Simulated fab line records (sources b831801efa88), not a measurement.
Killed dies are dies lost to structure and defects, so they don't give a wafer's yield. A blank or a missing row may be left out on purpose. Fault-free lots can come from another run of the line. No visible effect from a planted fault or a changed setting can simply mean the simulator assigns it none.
Split-lot experiment | flow sfq-line | 23 wafers read from 5 lots, route of 325 steps

== THE SPLIT ==
At SFQ_TRILAYER_L0_VIA_LITHO_PEB_016 (peb time 60 s), the setting peb-temp-c was moved away from the recipe's 115 C on 7 of the 23 wafers read, by +1.0% to +1.5%. All remaining wafers had this setting at the recipe value.

== FROM THE SPLIT TO THE READING: what the file shows between them, 1 step ==
- SFQ_TRILAYER_L0_VIA_LITHO_DEVELOP_015: time 60 s

== THE READING ==
L0V.cd-nm (the simulator's own value, which no gauge read), in nm, at SFQ_TRILAYER_L0_VIA_BARC_OPEN_VIA_ETCH_021 (etches BARC in O2, target depth 125 nm, time 41.7 s). The file gives no usual value for it. Across the 16 wafers here that went through the recipe, the average is 700.7 nm and the standard deviation 1.6 nm.

wafer  | tool, chamber at the split | peb-temp-c as run, C | against the recipe | L0V.cd-nm, nm | against lot-mates on the recipe
L074.3 | litho-track-04, 0          | 115                  | recipe             | 701.1         | -
L074.4 | litho-track-04, 0          | 115                  | recipe             | 703.1         | -
L074.5 | litho-track-04, 0          | 115                  | recipe             | 702           | -
L078.1 | litho-track-03, 0          | 115                  | recipe             | 698.1         | -
L078.2 | litho-track-03, 0          | 115                  | recipe             | 700.9         | -
L078.4 | litho-track-03, 0          | 115                  | recipe             | 698.8         | -
L078.5 | litho-track-03, 0          | 115                  | recipe             | 698.3         | -
L078.6 | litho-track-03, 0          | 115                  | recipe             | 700.6         | -
L079.1 | litho-track-03, 0          | 115                  | recipe             | 699.7         | -
L079.2 | litho-track-03, 0          | 115                  | recipe             | 700.3         | -
L079.3 | litho-track-03, 0          | 115                  | recipe             | 699.1         | -
L079.4 | litho-track-03, 0          | 116.2                | +1.0%              | 719.3         | +19.6
L079.6 | litho-track-03, 0          | 116.2                | +1.0%              | 721.3         | +21.6
L083.1 | litho-track-04, 0          | 116.4                | +1.2%              | 725.7         | +24.3
L083.2 | litho-track-04, 0          | 116.4                | +1.2%              | 724.9         | +23.5
L083.4 | litho-track-04, 0          | 116.4                | +1.2%              | 725.2         | +23.8
L083.5 | litho-track-04, 0          | 115                  | recipe             | 701.7         | -
L083.6 | litho-track-04, 0          | 115                  | recipe             | 701.1         | -
L084.1 | litho-track-04, 0          | 115                  | recipe             | 703.4         | -
L084.2 | litho-track-04, 0          | 115                  | recipe             | 702.2         | -
L084.3 | litho-track-04, 0          | 116.7                | +1.5%              | 731.6         | +29.2
L084.4 | litho-track-04, 0          | 115                  | recipe             | 701.5         | -
L084.5 | litho-track-04, 0          | 116.7                | +1.5%              | 730.4         | +28.0

THE FIT
A straight line over all 23 wafers: L0V.cd-nm changes by +20 nm for each +1% of peb-temp-c; r = +0.99; the points scatter about the line by 1.5 nm.
The same after taking each lot's own level away (the mean of its wafers on the recipe; 23 wafers): +19.5 nm for each +1%; r = +1.00; scatter 0.84 nm.
According to that fit, moving peb-temp-c by its largest amount changes the reading by 29 nm.
Measured against the standard deviation above, the lots' own levels, which go from 699.34 to 702.37 nm, span 1.9 times it.
Hence the lot-to-lot level has little effect on the slope; both slopes agree.
Check: for one of the wafers moved furthest among these (+1.5%), held out of the fit, the line's prediction against its lot-mates is +28.8 nm. It came out at +29.2 nm against them.

== OTHER SPLITS APPLIED TO THESE WAFERS ==
Other splits were also applied to these wafers ahead of the reading. Each is held against what the fit with the lots' levels taken away leaves over:
other split on the same wafers                  | wafers away from the commonest value | r with L0V.cd-nm (lot level and that fit taken away)
SFQ_TRILAYER_INCOMING_OXIDATION_002 temp-c      | 18                                   | -0.01
SFQ_TRILAYER_L0_LITHO_PEB_008 peb-time-s        | 6                                    | -0.02
SFQ_TRILAYER_L0_BARC_OPEN_METAL_ETCH_010 bias-w | 10                                   | +0.13

== THE FILE'S OWN FIT ==
L0V.cd-nm changes by +19.5 nm for each +1% of peb-temp-c, r = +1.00.
